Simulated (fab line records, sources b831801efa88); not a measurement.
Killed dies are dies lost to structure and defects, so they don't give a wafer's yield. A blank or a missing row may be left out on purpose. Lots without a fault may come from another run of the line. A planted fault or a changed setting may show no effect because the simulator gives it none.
A struck lot beside a sound one | flow sky130 | 14 steps out of a route of 708
Sound: wafers L620.4, L620.5, L620.6. Struck: wafers L618.1, L618.3, L618.6. The cause comes at the end.
At each step with rows: each side's tool, then ch and its chambers, then its first start. Under that, the readings that differ: sound wafers | struck wafers | difference of the means | sigmas: that difference in standard deviations of wafers without a fault.
alike: readings whose means differ by less than 2 such deviations, and words and numbers that are the same on both sides. not compared: withheld readings, readings that some wafer has no value for, bounds like >300 that may hide the same value, and numbers for which the record gives no deviation and whose values overlap.
The two part at a step that has a row with sigmas, a row that says differs or no value, or rows on one side only. Numbers that don't overlap but have no deviation are shown without sigmas and don't part them. A reading that every wafer of one side lacks parts them only if that side has two wafers or more.

first, 3 steps without rows for these wafers: SKY_LDD_P_EXPOSE_04 (exposes mask PSDM, target cd 380 nm); SKY_LDD_P_PEB_05; SKY_LDD_P_DEVELOP_06 (develop time 60 s).
SKY_LDD_P_CD_MEAS_07: target cd 380 nm.
  sound on cd_sem-02, day 24 18:51; struck on cd_sem-01, day 24 06:02
  reading    | sound             | struck            | difference | sigmas
  cd_nm (nm) | 375.6 372.3 376.0 | 380.2 379.3 380.4 | +5.3       | +2
SKY_LDD_P_OVL_MEAS_08:
  sound on overlay-01, day 24 18:56; struck on overlay-02, day 24 06:10
  alike: LDD_P_OVL
then, 1 step without rows for these wafers: SKY_LDD_P_IMPLANT_09.
SKY_LDD_P_STRIP_10: strips in O2/N2.
  sound on plasma_asher-01 ch 0,1, day 24 19:08; struck on plasma_asher-01 ch 1, day 24 06:21
  alike: drypump_motor_current_A, oes_product_au, strip_time_to_endpoint_s
  not compared: rf_hours_counter_h
SKY_LDD_P_TW_MEAS_11:
  sound on film_metro-02, day 24 19:13; struck on film_metro-03, day 24 06:27
  alike: LDD_P_TW
then, 4 steps without rows for these wafers: SKY_LDD_HVN_DEHYDRATE_00 (time 60 s); SKY_LDD_HVN_HMDS_01 (prime time 60 s); SKY_LDD_HVN_COAT_02 (resist thk 300 nm); SKY_LDD_HVN_SOFTBAKE_03 (time 60 s).
SKY_LDD_HVN_EXPOSE_04: exposes mask HVNTM, target cd 700 nm.
  sound on iline_stepper-02 ch 0, day 25 10:44; struck on iline_stepper-02, day 24 21:05
  no value came back on the struck wafers for exposure_dose_mJ_cm2, focus_offset_nm (nm), na; on the sound wafers exposure_dose_mJ_cm2 reads 127.04 127.12 127.01
  alike: mask
then, 1 step without rows for these wafers: SKY_LDD_HVN_PEB_05.

WHERE THEY PART
First at SKY_LDD_P_CD_MEAS_07; last, within this record, at SKY_LDD_HVN_EXPOSE_04.

WHY: what the simulator had put in
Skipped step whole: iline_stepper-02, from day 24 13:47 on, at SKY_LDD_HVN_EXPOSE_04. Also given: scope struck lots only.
